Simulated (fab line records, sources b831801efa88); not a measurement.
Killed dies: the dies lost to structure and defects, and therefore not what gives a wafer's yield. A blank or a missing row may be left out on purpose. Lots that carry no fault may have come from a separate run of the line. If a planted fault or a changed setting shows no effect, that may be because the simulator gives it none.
fab line records	flow sky130
record: lots: 6	wafers: 18	last-day: 50
route steps=708 shown SONOS_ONO@173 GATE_OXIDE@187 POLY_GATE@204 RES_PROTECT@206 PAD_OPEN@708
lots that met no fault: taken from a fault-free run of the same line
start-h: start of the lot's first displayed wafer, in hours after the record's first day	wait-h: time in hours since the lot's previous step	" unchanged from the row above	L1.1+2: several wafers, shown together as one row	- no value present, or no start provided	* or withheld: withheld	< > ~ a bound
route shown NAME@n: NAME is a module with steps in the file, n the number in the route of the first one	usual: mean/standard deviation taken from wafers without a fault	same: alike in all rows	chamber/n: place in a boat	sites: the reading at each site	_std_site: how widely they spread, as a standard deviation	_edge_site: inner sites' mean taken away from outer sites' mean	radius-mm: how far each site lies from the wafer's centre	mask NAME#n: copy n	behind: the most recent tool/chamber to have shaped the wafer	hold: the reason the lot was held/the length of the hold in hours/how it ended	device: names the non-switching transistor (n, p or np)	end of line: the route-end tests of the same wafers	for a step that has no rows: nothing shown but its recipe	killed: not the wafer's yield, but the dies lost to structure and defects at the first sort	map: a wafer's dies, marking killed ones x, the rest . and places with no die _
set.NAME: the setting that was run; set.NAME@STEP: the one run at that earlier step	model.NAME: the simulator's own value behind a step, which no gauge read
lots at selected steps of the route; one table per step, one row per wafer
services: the hour from which a tool's chamber was out of use, counted from the record's first day as start-h (under 0 if before that day), plus the number of hours and why
== steps ==
step: SKY_SONOS_ONO_THK_MEAS_05
recipe: reads: SiO2_of_SONOS_ONO_CVD_04
usual: SONOS_ONO_CVD_04_THK: 5.76/0.12
lot.wafer	tool	chamber	start-h	wait-h	SONOS_ONO_CVD_04_THK[nm]
L485.1	film-metro-04	-	251.13	0.0	5.79
L485.4	"	-	"	"	5.88
L485.5	"	-	"	"	5.86
L487.2	film-metro-01	-	271.31	0.0	5.81
L487.3	"	-	"	"	5.84
L487.4	"	-	"	"	5.86
L495.1	film-metro-03	-	331.93	0.0	6.00
L495.2	"	-	"	"	5.90
L495.4	"	-	"	"	5.81
L496.3	film-metro-01	-	341.46	0.0	5.80
L496.5	"	-	"	"	5.85
L496.6	"	-	"	"	5.73
L504.1	film-metro-04	-	406.40	0.0	5.82
L504.2	"	-	"	"	5.84
L504.4	"	-	"	"	5.80
L506.1	film-metro-04	-	422.16	0.0	5.61
L506.2	"	-	"	"	5.59
L506.6	"	-	"	"	5.75
step: SKY_SONOS_ONO_DEHYDRATE_06
recipe: temp-c: 200	time-s: 60
step: SKY_SONOS_ONO_HMDS_07
recipe: prime-time-s: 60	prime-temp-c: 120
step: SKY_SONOS_ONO_COAT_08
recipe: resist: NOVOLAK	spin-rpm: 3000	resist-thk-nm: 1140
step: SKY_SONOS_ONO_SOFTBAKE_09
recipe: temp-c: 90	time-s: 60	resist: NOVOLAK
step: SKY_SONOS_ONO_EXPOSE_10
recipe: mask-id: ONOM	target-cd-nm: 410	na: 0.6	source-shape: conventional	sigma-outer: 0.6	dose-mj: 150
step: SKY_SONOS_ONO_PEB_11
recipe: temp-c: withheld	time-s: *	resist: NOVOLAK
step: SKY_SONOS_ONO_DEVELOP_12
recipe: develop-time-s: 60	dev-temp-c: 23
step: SKY_SONOS_ONO_CD_MEAS_13
recipe: target-cd-nm: 410
usual: cd-nm: 410.1/1.9
lot.wafer	tool	chamber	start-h	wait-h	cd-nm
L485.1	cd-sem-02	-	274.75	0.1	410.4
L485.4	"	-	"	"	411.2
L485.5	"	-	"	"	411.6
L487.2	cd-sem-02	-	295.81	0.1	411.2
L487.3	"	-	"	"	408.3
L487.4	"	-	"	"	411.2
L495.1	cd-sem-02	-	359.13	0.1	410.1
L495.2	"	-	"	"	410.6
L495.4	"	-	"	"	412.0
L496.3	cd-sem-01	-	368.77	0.1	409.6
L496.5	"	-	"	"	408.5
L496.6	"	-	"	"	410.4
L504.1	cd-sem-02	-	437.18	0.1	415.7
L504.2	"	-	"	"	415.5
L504.4	"	-	"	"	412.5
L506.1	cd-sem-01	-	453.29	0.1	411.3
L506.2	"	-	"	"	408.2
L506.6	"	-	"	"	410.9
step: SKY_SONOS_ONO_OVL_MEAS_14
usual: SONOS_ONO_OVL: 1.4/1.4
lot.wafer	tool	chamber	start-h	wait-h	SONOS_ONO_OVL[nm]
L485.1	overlay-02	-	274.87	0.1	0.4
L485.4	"	-	"	"	2.7
L485.5	"	-	"	"	0.4
L487.2	overlay-01	-	295.92	0.1	2.2
L487.3	"	-	"	"	3.1
L487.4	"	-	"	"	1.3
L495.1	overlay-01	-	359.25	0.1	1.9
L495.2	"	-	"	"	2.9
L495.4	"	-	"	"	3.3
L496.3	overlay-01	-	368.86	0.1	1.4
L496.5	"	-	"	"	2.8
L496.6	"	-	"	"	1.6
L504.1	overlay-01	-	437.30	0.1	1.8
L504.2	"	-	"	"	0.7
L504.4	"	-	"	"	2.2
L506.1	overlay-02	-	453.41	0.1	0.2
L506.2	"	-	"	"	0.2
L506.6	"	-	"	"	-0.8
step: SKY_SONOS_ONO_ETCH_15
recipe: target-depth-nm: 19.52	chemistry: CHF3/O2	source-w: 600	bias-w: 200	pressure-mtorr: 40	chf3-flow-sccm: 50	O2_flow_sccm: 5	time-s: 7.8
usual: drypump-motor-current-A: 5.8/0.39	oes-product-au: 0.993/0.011	rf-fwd-power-W: 588/3.3	throttle-valve-pct: 8.823/0.01
lot.wafer	tool	chamber	start-h	wait-h	drypump-motor-current-A	oes-product-au	rf-fwd-power-W	rf-hours-counter-h	throttle-valve-pct
L485.1	rie-diel-01	0	274.90	0.0	5.5	1.003	595	115	8.827
L485.4	"	2	"	"	5.5	0.991	589	69	8.837
L485.5	"	3	"	"	6.0	0.993	587	-	8.821
L487.2	rie-diel-03	1	295.95	0.0	5.6	1.000	589	32	8.829
L487.3	"	2	"	"	4.8	1.006	586	95	8.818
L487.4	"	3	"	"	5.6	0.978	594	0	8.824
L495.1	rie-diel-03	1	359.29	0.0	5.6	0.999	590	33	8.834
L495.2	"	2	"	"	4.8	1.005	583	96	8.828
L495.4	"	0	"	"	6.3	1.011	592	5	8.842
L496.3	rie-diel-01	2	368.89	0.0	5.4	1.000	589	71	8.825
L496.5	"	3	"	"	6.0	1.002	585	-	8.832
L496.6	"	2	"	"	5.4	0.991	590	-	8.808
L504.1	rie-diel-02	2	437.34	0.0	5.8	0.991	588	51	8.837
L504.2	"	0	"	"	6.2	0.982	582	94	8.818
L504.4	"	1	"	"	6.0	0.990	588	9	8.811
L506.1	rie-diel-02	0	453.45	0.0	6.2	0.972	587	95	8.813
L506.2	"	2	"	"	5.8	0.992	589	52	8.821
L506.6	"	2	"	"	5.8	0.984	590	-	8.826
step: SKY_SONOS_ONO_WET_ETCH_16
recipe: chemistry: dHF	target-depth-nm: 14	dry: n2-spin	target: SiO2	dilution: 100:1	temp-c: 25	time-s: 276.5
step: SKY_SONOS_ONO_STRIP_17
recipe: chemistry: O2/N2	power-w: 1400	pressure-mtorr: 1500	platen-temp-c: withheld	o2-flow-sccm: 3000	n2-flow-sccm: 300	overash-fraction: 0.5
usual: drypump-motor-current-A: 5.8/0.34	oes-product-au: 0.710/0.0047	strip-time-to-endpoint-s: 14.12/0.044
lot.wafer	tool	chamber	start-h	wait-h	drypump-motor-current-A	oes-product-au	rf-hours-counter-h	strip-time-to-endpoint-s
L485.1	plasma-asher-02	0	275.01	0.0	5.5	0.706	15	14.09
L485.4	"	0	"	"	5.5	0.715	-	14.09
L485.5	"	0	"	"	5.5	0.702	-	13.99
L487.2	plasma-asher-01	1	296.06	0.0	5.6	0.709	45	14.09
L487.3	"	0	"	"	6.0	0.716	-	14.10
L487.4	"	1	"	"	5.6	0.701	-	14.10
L495.1	plasma-asher-02	1	359.40	0.0	6.0	0.709	25	14.15
L495.2	"	0	"	"	5.5	0.706	25	14.18
L495.4	"	1	"	"	5.9	0.709	-	14.18
L496.3	plasma-asher-02	1	369.03	0.0	5.9	0.710	-	14.11
L496.5	"	1	"	"	6.0	0.711	-	14.17
L496.6	"	0	"	"	5.6	0.711	-	14.15
L504.1	plasma-asher-01	1	437.45	0.0	5.6	0.707	57	14.18
L504.2	"	0	"	"	6.0	0.713	57	14.19
L504.4	"	1	"	"	5.6	0.718	-	14.15
L506.1	plasma-asher-02	0	453.56	0.0	5.5	0.708	35	14.24
L506.2	"	1	"	"	6.0	0.718	35	14.18
L506.6	"	0	"	"	5.5	0.706	-	14.20
step: SKY_SONOS_ONO_WET_ETCH_18
recipe: chemistry: H3PO4	target-depth-nm: 15	target: Si3N4	temp-c: 160	time-s: 172
step: SKY_GATE_OXIDE_CLEAN_00
recipe: chemistry: SC1/SC2	mix: 1:4:20	temp-c: 70	time-s: 150	dry: n2-spin
step: SKY_GATE_OXIDE_OXIDATION_01
recipe: temp-c: 900	ambient: O2	stabilise-s: 600	purge-s: 300	target-thk-a: 102.68	ox-time-s: 1473
step: SKY_GATE_OXIDE_THK_MEAS_02
recipe: reads: SiO2_of_GATE_OXIDE_OXIDATION_01
usual: GATE_OXIDE_OXIDATION_00_THK: 10.18/0.23
lot.wafer	tool	chamber	start-h	wait-h	GATE_OXIDE_OXIDATION_00_THK[nm]
L485.1	film-metro-01	-	277.28	0.0	10.34
L485.4	"	-	"	"	10.17
L485.5	"	-	"	"	10.33
L487.2	film-metro-02	-	298.71	0.0	10.35
L487.3	"	-	"	"	10.37
L487.4	"	-	"	"	10.06
L495.1	film-metro-02	-	361.01	0.0	9.95
L495.2	"	-	"	"	9.94
L495.4	"	-	"	"	10.13
L496.3	film-metro-01	-	370.63	0.0	10.26
L496.5	"	-	"	"	10.36
L496.6	"	-	"	"	10.20
L504.1	film-metro-02	-	439.11	0.0	10.18
L504.2	"	-	"	"	10.36
L504.4	"	-	"	"	10.12
L506.1	film-metro-03	-	455.90	0.0	9.94
L506.2	"	-	"	"	10.04
L506.6	"	-	"	"	9.91
step: SKY_GATE_OXIDE_DEHYDRATE_03
recipe: temp-c: 200	time-s: 60
step: SKY_GATE_OXIDE_HMDS_04
recipe: prime-time-s: 60	prime-temp-c: 120
step: SKY_GATE_OXIDE_COAT_05
recipe: resist: NOVOLAK	spin-rpm: 3000	resist-thk-nm: 1140
step: SKY_GATE_OXIDE_SOFTBAKE_06
recipe: temp-c: 90	time-s: 60	resist: NOVOLAK
step: SKY_GATE_OXIDE_EXPOSE_07
recipe: mask-id: LVOM	na: 0.6	source-shape: conventional	sigma-outer: 0.6	polarization: unpolarized	target-cd-nm: 600	dose-mj: 170
step: SKY_GATE_OXIDE_PEB_08
recipe: temp-c: withheld	time-s: *	resist: NOVOLAK
step: SKY_GATE_OXIDE_DEVELOP_09
recipe: resist: NOVOLAK	developer: TMAH	develop-time-s: 60	dev-temp-c: 23
step: SKY_GATE_OXIDE_OVL_MEAS_10
usual: GATE_OXIDE_OVL: -0.2/1.5
lot.wafer	tool	chamber	start-h	wait-h	GATE_OXIDE_OVL[nm]
L485.1	overlay-01	-	301.84	0.1	-0.8
L485.4	"	-	"	"	-0.1
L485.5	"	-	"	"	1.7
L487.2	overlay-01	-	324.29	0.1	-2.0
L487.3	"	-	"	"	-1.4
L487.4	"	-	"	"	-2.6
L495.1	overlay-02	-	389.48	0.1	-4.1
L495.2	"	-	"	"	-2.0
L495.4	"	-	"	"	-0.3
L496.3	overlay-01	-	399.41	0.1	1.9
L496.5	"	-	"	"	1.6
L496.6	"	-	"	"	1.3
L504.1	overlay-02	-	470.68	0.1	0.7
L504.2	"	-	"	"	1.3
L504.4	"	-	"	"	0.1
L506.1	overlay-02	-	487.13	0.1	-1.1
L506.2	"	-	"	"	-1.4
L506.6	"	-	"	"	-2.5
step: SKY_GATE_OXIDE_IMPLANT_11
recipe: species: B	energy-kev: 10	dose-cm2: 2.6e+12	tilt-deg: withheld
step: SKY_GATE_OXIDE_WET_ETCH_12
recipe: chemistry: dHF	target-depth-nm: 16.8	dry: n2-spin	target: SiO2	dilution: 100:1	temp-c: 25	time-s: 336
step: SKY_GATE_OXIDE_STRIP_13
recipe: chemistry: O2/N2	power-w: 1400	pressure-mtorr: 1500	platen-temp-c: withheld	o2-flow-sccm: 3000	n2-flow-sccm: 300	overash-fraction: 0.5
usual: drypump-motor-current-A: 6.2/0.47	oes-product-au: 0.716/0.0045	strip-time-to-endpoint-s: 14.20/0.042
lot.wafer	tool	chamber	start-h	wait-h	drypump-motor-current-A	oes-product-au	rf-hours-counter-h	strip-time-to-endpoint-s
L485.1	plasma-asher-03	1	302.13	0.0	6.4	0.713	63	14.20
L485.4	"	1	"	"	6.4	0.710	-	14.17
L485.5	"	0	"	"	6.4	0.713	-	14.18
L487.2	plasma-asher-04	0	324.57	0.0	5.4	0.714	64	14.19
L487.3	"	0	"	"	5.4	0.719	-	14.22
L487.4	"	1	"	"	6.7	0.717	-	14.18
L495.1	plasma-asher-04	0	389.87	0.0	5.4	0.712	70	14.23
L495.2	"	1	"	"	6.7	0.713	70	14.20
L495.4	"	0	"	"	5.3	0.724	-	14.26
L496.3	plasma-asher-04	0	399.71	0.0	5.3	0.716	-	14.21
L496.5	"	1	"	"	6.7	0.713	-	14.23
L496.6	"	0	"	"	5.4	0.709	-	14.25
L504.1	plasma-asher-01	1	470.97	0.0	5.6	0.720	58	14.26
L504.2	"	0	"	"	6.0	0.715	58	14.25
L504.4	"	1	"	"	5.6	0.714	-	14.28
L506.1	plasma-asher-03	1	487.42	0.0	6.4	0.721	6	14.21
L506.2	"	0	"	"	6.4	0.718	6	14.20
L506.6	"	1	"	"	6.4	0.716	-	14.20
step: SKY_GATE_OXIDE_TW_MEAS_14
usual: GATE_OXIDE_TW: 223.9/1
lot.wafer	tool	chamber	start-h	wait-h	GATE_OXIDE_TW
L485.1	film-metro-03	-	302.23	0.1	223.9
L485.4	"	-	"	"	223.5
L485.5	"	-	"	"	222.7
L487.2	film-metro-03	-	324.68	0.1	224.8
L487.3	"	-	"	"	225.0
L487.4	"	-	"	"	224.5
L495.1	film-metro-02	-	389.97	0.1	222.2
L495.2	"	-	"	"	222.4
L495.4	"	-	"	"	224.1
L496.3	film-metro-01	-	399.80	0.1	223.8
L496.5	"	-	"	"	223.0
L496.6	"	-	"	"	223.0
L504.1	film-metro-01	-	471.07	0.1	224.5
L504.2	"	-	"	"	224.2
L504.4	"	-	"	"	224.3
L506.1	film-metro-03	-	487.52	0.1	223.0
L506.2	"	-	"	"	224.2
L506.6	"	-	"	"	224.8
step: SKY_GATE_OXIDE_CLEAN_15
recipe: chemistry: SC1/SC2	mix: 1:4:20	temp-c: 70	time-s: 150	dry: n2-spin
step: SKY_GATE_OXIDE_OXIDATION_16
recipe: temp-c: 800	ambient: O2	idle-temp-c: 700	ramp-up-c-per-min: 10	ramp-down-c-per-min: 3	stabilise-s: 600	purge-s: 300	target-thk-a: 35.7	ox-time-s: 1915
step: SKY_POLY_GATE_CVD_00
recipe: material: poly-Si	target-thk-nm: 180	temp-c: 620	time-s: 720	pressure-mtorr: 200
step: SKY_POLY_GATE_THK_MEAS_01
recipe: reads: poly-Si_of_POLY_GATE_CVD_00
usual: POLY_GATE_CVD_00_THK: 180.2/1.8
lot.wafer	tool	chamber	start-h	wait-h	POLY_GATE_CVD_00_THK[nm]
L485.1	film-metro-04	-	306.28	0.0	180.9
L485.4	"	-	"	"	182.2
L485.5	"	-	"	"	181.7
L487.2	film-metro-01	-	327.52	0.0	183.8
L487.3	"	-	"	"	181.5
L487.4	"	-	"	"	181.4
L495.1	film-metro-04	-	393.79	0.0	182.3
L495.2	"	-	"	"	181.9
L495.4	"	-	"	"	183.3
L496.3	film-metro-01	-	403.11	0.0	181.1
L496.5	"	-	"	"	180.0
L496.6	"	-	"	"	181.6
L504.1	film-metro-01	-	473.91	0.0	180.8
L504.2	"	-	"	"	181.4
L504.4	"	-	"	"	180.0
L506.1	film-metro-04	-	491.01	0.0	179.0
L506.2	"	-	"	"	178.9
L506.6	"	-	"	"	179.1
step: SKY_RES_PROTECT_DEHYDRATE_00
recipe: temp-c: 200	time-s: 60
step: SKY_RES_PROTECT_HMDS_01
recipe: prime-time-s: 60	prime-temp-c: 120
step: SKY_RES_PROTECT_COAT_02
recipe: resist: NOVOLAK	spin-rpm: 3000	resist-thk-nm: 1140
step: SKY_RES_PROTECT_SOFTBAKE_03
recipe: temp-c: 89.48	time-s: 60	resist: NOVOLAK
step: SKY_RES_PROTECT_EXPOSE_04
recipe: mask-id: RPM	na: 0.6	source-shape: conventional	sigma-outer: 0.6	polarization: unpolarized	target-cd-nm: 1270	dose-mj: 131
step: SKY_RES_PROTECT_PEB_05
recipe: temp-c: withheld	time-s: *	resist: NOVOLAK
step: SKY_RES_PROTECT_DEVELOP_06
recipe: resist: NOVOLAK	developer: TMAH	develop-time-s: 60	dev-temp-c: 23
step: SKY_POLY_GATE_IMPLANT_02
recipe: species: P	energy-kev: 30	dose-cm2: 7.7e+15	tilt-deg: 0
step: SKY_RES_PROTECT_STRIP_07
recipe: chemistry: O2/N2	power-w: 1400	pressure-mtorr: 1500	platen-temp-c: withheld	o2-flow-sccm: 3000	n2-flow-sccm: 300	overash-fraction: 0.5
usual: drypump-motor-current-A: 6.0/0.34	oes-product-au: 0.518/0.0047	strip-time-to-endpoint-s: 23.33/0.039
lot.wafer	tool	chamber	start-h	wait-h	drypump-motor-current-A	oes-product-au	rf-hours-counter-h	strip-time-to-endpoint-s
L485.1	plasma-asher-02	0	332.38	0.1	5.5	0.521	22	23.42
L485.4	"	1	"	"	5.9	0.519	-	23.40
L485.5	"	1	"	"	6.0	0.516	-	23.40
L487.2	plasma-asher-02	0	353.88	0.1	5.5	0.512	24	23.32
L487.3	"	0	"	"	5.5	0.512	-	23.27
L487.4	"	1	"	"	5.9	0.513	-	23.28
L495.1	plasma-asher-02	0	423.03	0.1	5.5	0.525	31	23.31
L495.2	"	1	"	"	5.9	0.516	31	23.33
L495.4	"	0	"	"	5.5	0.518	-	23.35
L496.3	plasma-asher-03	1	433.87	0.1	6.4	0.528	-	23.30
L496.5	"	0	"	"	6.4	0.520	-	23.36
L496.6	"	1	"	"	6.4	0.522	-	23.31
L504.1	plasma-asher-03	1	504.73	0.1	6.4	0.519	8	23.32
L504.2	"	0	"	"	6.4	0.518	8	23.31
L504.4	"	1	"	"	6.4	0.517	-	23.28
L506.1	plasma-asher-01	1	521.83	0.1	5.6	0.517	64	23.37
L506.2	"	0	"	"	6.0	0.521	64	23.31
L506.6	"	0	"	"	6.0	0.513	-	23.36
step: SKY_PAD_OPEN_PROBE_99
usual: killed_at_M0_to_M3: 45/6.8	killed_at_M4_up: 3.0/1.7	killed-at-contacts: 25/5.7	killed-at-front-end: 15/4.6	killed-at-other: 0.3/0.66	killed-dies: 88/9.5	killed-on-rim: 17/3.6	killed-open: 48/7.3	killed-short: 39/6.5
same: gross-dies: 492	killed-at-back-side: 0
lot.wafer	tool	chamber	start-h	wait-h	killed_at_M0_to_M3	killed_at_M4_up	killed-at-contacts	killed-at-front-end	killed-at-other	killed-dies	killed-on-rim	killed-open	killed-short
L487.2	prober-01	-	1088.25	0.1	42	3	15	15	1	76	14	37	38
L487.3	prober-01	-	1088.30	0.2	52	1	21	19	0	93	16	53	39
L487.4	prober-01	-	1088.35	0.2	32	1	28	16	0	77	13	51	25
L495.2	prober-02	-	1133.32	0.1	32	5	30	46	0	113	34	41	34
L496.6	prober-01	-	1139.70	0.2	43	3	28	53	1	128	32	51	38
L504.1	prober-01	-	1181.65	0.1	39	2	27	19	0	87	15	56	31
L504.2	prober-01	-	1181.70	0.1	46	2	22	15	0	85	18	42	43
L504.4	prober-01	-	1181.80	0.2	34	3	25	9	1	72	11	41	30
killed by level:class
L487.2 VIA1:geometric-particle:open=10 LI_CONTACT:geometric-particle:open=7 VIA1:geometric-particle:short=7 METAL1:geometric-particle:short=7 VIA3:geometric-particle:open=5 VIA2:geometric-particle:open=5 POLY_GATE:geometric-particle:open=4 VIA2:geometric-particle:short=4
L487.3 VIA1:geometric-particle:open=12 VIA2:geometric-particle:open=11 VIA1:geometric-particle:short=7 VIA3:geometric-particle:open=7 POLY_GATE:geometric-particle:open=6 FIELD_ISO:geometric-particle:short=5 CONTACT:geometric-particle:short=5 LI_CONTACT:geometric-particle:open=5
L487.4 LI_CONTACT:geometric-particle:open=11 VIA1:geometric-particle:open=8 CONTACT:geometric-particle:open=7 FIELD_ISO:geometric-particle:open=5 CONTACT:geometric-particle:short=5 METAL2:geometric-particle:short=5 VIA1:geometric-particle:short=4 VIA2:geometric-particle:open=4
L495.2 SONOS_ONO:unspecified=37 CONTACT:geometric-particle:open=10 LI_CONTACT:geometric-particle:open=7 VIA1:geometric-particle:open=7 LOCAL_INTERCONNECT:geometric-particle:short=5 VIA2:geometric-particle:open=5 LI_CONTACT:geometric-particle:short=4 METAL4:geometric-particle:short=4
L496.6 SONOS_ONO:unspecified=39 CONTACT:geometric-particle:open=10 VIA2:geometric-particle:open=8 CONTACT:geometric-particle:short=8 LI_CONTACT:geometric-particle:open=7 METAL1:geometric-particle:short=6 VIA1:geometric-particle:open=6 VIA2:geometric-particle:short=6
L504.1 VIA1:geometric-particle:open=11 LI_CONTACT:geometric-particle:open=10 CONTACT:geometric-particle:open=8 FIELD_ISO:geometric-particle:short=6 VIA3:geometric-particle:open=6 VIA2:geometric-particle:open=6 METAL1:geometric-particle:short=5 CONTACT:geometric-particle:short=5
L504.2 METAL1:geometric-particle:short=10 LI_CONTACT:geometric-particle:open=9 VIA3:geometric-particle:open=7 FIELD_ISO:geometric-particle:short=6 VIA2:geometric-particle:open=6 CONTACT:geometric-particle:short=6 FIELD_ISO:geometric-particle:open=5 VIA1:geometric-particle:short=5
L504.4 LI_CONTACT:geometric-particle:open=8 CONTACT:geometric-particle:open=8 VIA2:geometric-particle:open=7 VIA3:geometric-particle:open=5 VIA1:geometric-particle:open=5 METAL2:geometric-particle:short=5 VIA2:geometric-particle:short=4 FIELD_ISO:geometric-particle:short=3
map L495.2 (x killed, . not)
__________xx....x.xx_________
________..x..........._______
______xx....xx.xx......._____
_____......x...........xx____
____......x....x.....x.x.x___
___.....x..x.xx.........xxx__
__.............x......xxxxxx_
_...........x........xxxxxxxx
_...xx..x......x......xxxxxxx
_..x................x...xxxxx
_...x.............x..x...xxxx
_.x......x....xxx......xxx..x
_..........x..x.....x........
_......x...............x.....
_.x.......x......x...........
__.x......x..xx............._
___..............x.........__
____x.....x........x...x.x___
_____x.x.........x.x.x...____
______.......xxx...x.xx._____
________..x.x......xx._______
__________....x.x.x._________
map L496.6 (x killed, . not)
__________........x._________
________....x.x..x...._______
______xx.x...xxxx......._____
_____x.xxxxx..xx.........____
____.x.....x..........x.xx___
___xx..x..............x.xxx__
__.......xx...x.x......xxxxx_
_.....xx..........xx..xxxxxxx
_...x.......x......x...xxxxxx
_....x...........x.x..xxxxxxx
_..x...x................xxx.x
_xx.x............x....x....xx
_.....x...x.....x....x..x.x.x
_xx......x..x...x.x..x......x
_..x...........x....x...x....
__x.......x.x..............._
___x....x....x.....x..x..x.__
____..x....xx..x...x......___
_____.......x....x....x..____
______.......xx...x....._____
________x.x.........x._______
__________.x..x...x._________
== services ==
tool	chamber	start-h	hours	kind
rie-diel-01	2	263.79	6.8	repair
plasma-asher-04	-	266.28	10.0	repair
rie-diel-03	3	277.20	2.9	repair
rie-diel-01	3	303.98	1.4	repair
rie-diel-02	-	308.98	0.2	repair
rie-diel-02	3	310.50	7.9	repair
plasma-asher-01	-	344.45	15.6	pm
plasma-asher-04	-	353.77	3.3	repair
rie-diel-03	2	366.89	10.1	repair
rie-diel-03	0	379.24	5.6	repair
plasma-asher-04	-	391.55	0.3	repair
rie-diel-02	-	402.74	0.2	repair
plasma-asher-01	-	415.47	2.5	repair
plasma-asher-03	-	421.25	9.0	pm
rie-diel-01	3	429.63	15.8	repair
plasma-asher-02	-	437.56	1.0	repair
plasma-asher-01	-	440.53	14.6	pm
plasma-asher-03	-	443.76	2.1	repair
rie-diel-03	0	446.75	5.3	repair
plasma-asher-04	-	456.77	1.7	repair
plasma-asher-01	-	458.41	7.9	repair
plasma-asher-04	-	478.29	0.9	repair
plasma-asher-03	-	494.54	0.5	repair
plasma-asher-02	-	515.58	13.3	repair
== key ==
first-sign: step: SKY_PAD_OPEN_PROBE_99	reading: killed-at-front-end	direction: up	sigmas: 7.5	usual: 15	struck: 50
effect: step: SKY_PAD_OPEN_PROBE_99	reading: killed-dies	direction: up	sigmas: 3.4	usual: 88	struck: 120
met-at SKY_SONOS_ONO_STRIP_17
struck-wafers L495.2,L496.6
tester-left-out L495,L496
onset-between 275.01 359.40
fault: kind: chamber-particle-source	tool: plasma-asher-02	chamber: 0	onset-h: 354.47	steps: SKY_SONOS_ONO_STRIP_17	rate-per-visit-cm2: 1.2772	end-h: 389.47
tester-left-out: of these lots the tester's yield and bins aren't shown, on N5 and GAA mostly nor the transistor test; their killed dies are dies lost to structure and defects alone, not to doping, threshold or leakage, so they don't give the yield
